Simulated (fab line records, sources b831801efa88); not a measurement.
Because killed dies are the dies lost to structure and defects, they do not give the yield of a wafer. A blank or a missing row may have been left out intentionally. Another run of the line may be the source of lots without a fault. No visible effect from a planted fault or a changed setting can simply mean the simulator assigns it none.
A lot that was struck, set against a sound lot | flow gf180mcu | 18 steps out of a route of 602
Sound: the wafers L194.1, L194.4, L194.6. The struck wafers were L201.2, L201.3, L201.6. The cause comes at the end.
At each step with rows: each side's tool, then ch and its chambers, then its first start. Under that, the readings that differ: sound wafers | struck wafers | difference of the means | sigmas: that difference in standard deviations of wafers without a fault.
alike: words and numbers the same on both sides, and readings whose means are apart by under 2 such deviations; not compared: readings that were withheld, readings missing a value for some wafer, numbers with overlapping values and no deviation given by the record, and bounds like >300 which may hide the same value.
A row with sigmas, a row that says differs or no value, or rows on one side alone: a step with any of these is where the two part. Numbers that don't overlap but have no deviation are shown without sigmas and don't part them. A reading that every wafer of one side lacks parts them only if that side has two wafers or more.

first, 3 steps without rows for these wafers: GF_V1_EXPOSE_11 (exposes mask Via1, target cd 260 nm); GF_V1_PEB_12 (peb time 90 s); GF_V1_DEVELOP_13 (develop time 60 s).
GF_V1_CD_MEAS_14: the cd target is 260 nm.
  sound on cdSem-01, day 19 10:13; struck on cdSem-02, day 22 00:05
  alike: cdNm
GF_V1_OVL_MEAS_15:
  sound on overlay-01, day 19 10:20; struck on overlay-01, day 22 00:12
  alike: V1_OVL
GF_V1_ETCH_16: etches BARC in N2/H2.
  sound on rieDiel-01 ch 0,2, day 19 10:22; struck on rieDiel-04 ch 0,3, day 22 00:14
reading                  | sound       | struck      | difference | sigmas
drypumpMotorCurrentA (A) | 6.7 5.6 6.7 | 5.1 4.9 5.1 | -1.3       | -3
  alike: chamberPressureMTorr, oesProductAu, throttleValvePct
GF_V1_ETCH_17: etches SiO2 in C4F8/O2/Ar, stops on TiN, target depth 630 nm.
  sound on rieDiel-01 ch 0,2; struck on rieDiel-04 ch 0,3
  alike: chamberPressureMTorr, oesProductAu
GF_V1_STRIP_18: strips in O2/N2.
  sound on plasmaAsher-03 ch 0, day 19 10:30; struck on plasmaAsher-01 ch 0,1, day 22 00:21
  alike: chamberPressureMTorr, drypumpMotorCurrentA, heaterPowerW, oesProductAu
  not compared: rfHoursCounterH
then, 3 steps without rows for these wafers: GF_V1_STRIP_19 (strips in post etch residue remover, time 1200 s); GF_V1_CLEAN_20 (cleans in DIW); GF_V1_SPUTTER_21 (material Ti, target thk 15 nm, time 80.02 s).
GF_V1_SPUTTER_22: material TiN, target thk 10 nm, time 40 s.
  sound on pvdSputter-03, day 19 11:08; struck on pvdSputter-01, day 22 01:02
  alike: throttleValvePct
GF_V1_CVD_23: deposits W, target thk 350 nm, time 105.05 s.
  sound on cvdW-02 ch 0,1, day 19 11:11; struck on cvdW-01 ch 0,1, day 22 01:05
reading                         | sound             | struck            | difference | sigmas
model.W_of_V1_CVD_23.thkNm (nm) | 356.3 345.9 351.8 | 307.1 303.8 304.6 | -46.2      | 
  alike: heaterPowerW
GF_V1_RS_MEAS_24: uses a four-point probe to measure.
  sound on filmMetro-02, day 19 11:17; struck on filmMetro-01, day 22 01:13
reading          | sound             | struck            | difference | sigmas
V1_W_RS (ohm/sq) | 0.321 0.332 0.326 | 0.373 0.377 0.376 | +0.049     | +14
GF_V1_THK_MEAS_25: measures by xrf.
  sound on filmMetro-02, day 19 11:25; struck on filmMetro-01, day 22 01:19
reading       | sound       | struck      | difference | sigmas
V1_W_THK (nm) | 348 341 347 | 303 299 300 | -45        | -10
GF_V1_CMP_26: polishes, stops on SiO2, t overpolish 15 s, target thk 0 nm.
  sound on cmp-02 ch 0,1,2, day 19 11:28; struck on cmp-01 ch 2,3, day 22 01:25
reading             | sound    | struck   | difference | sigmas
timeToEndpointS (s) | 87 80 81 | 75 76 73 | -8         | -2
  alike: motorCurrentA, retainingRingPressureFrac
GF_M2_SPUTTER_00: material Ti, target thk 37.5 nm, time 150 s.
  sound on pvdSputter-04, day 19 11:46; struck on pvdSputter-04, day 22 01:40
  alike: throttleValvePct
GF_PASSIVATION_PROBE_99:
  rows exist in the record for the sound wafers here (prober-01, day 30 01:42), none for the struck ones

WHERE THEY PART
Last at GF_PASSIVATION_PROBE_99 as far as this record goes, first at GF_V1_ETCH_16.

WHY: the cause the simulator had injected
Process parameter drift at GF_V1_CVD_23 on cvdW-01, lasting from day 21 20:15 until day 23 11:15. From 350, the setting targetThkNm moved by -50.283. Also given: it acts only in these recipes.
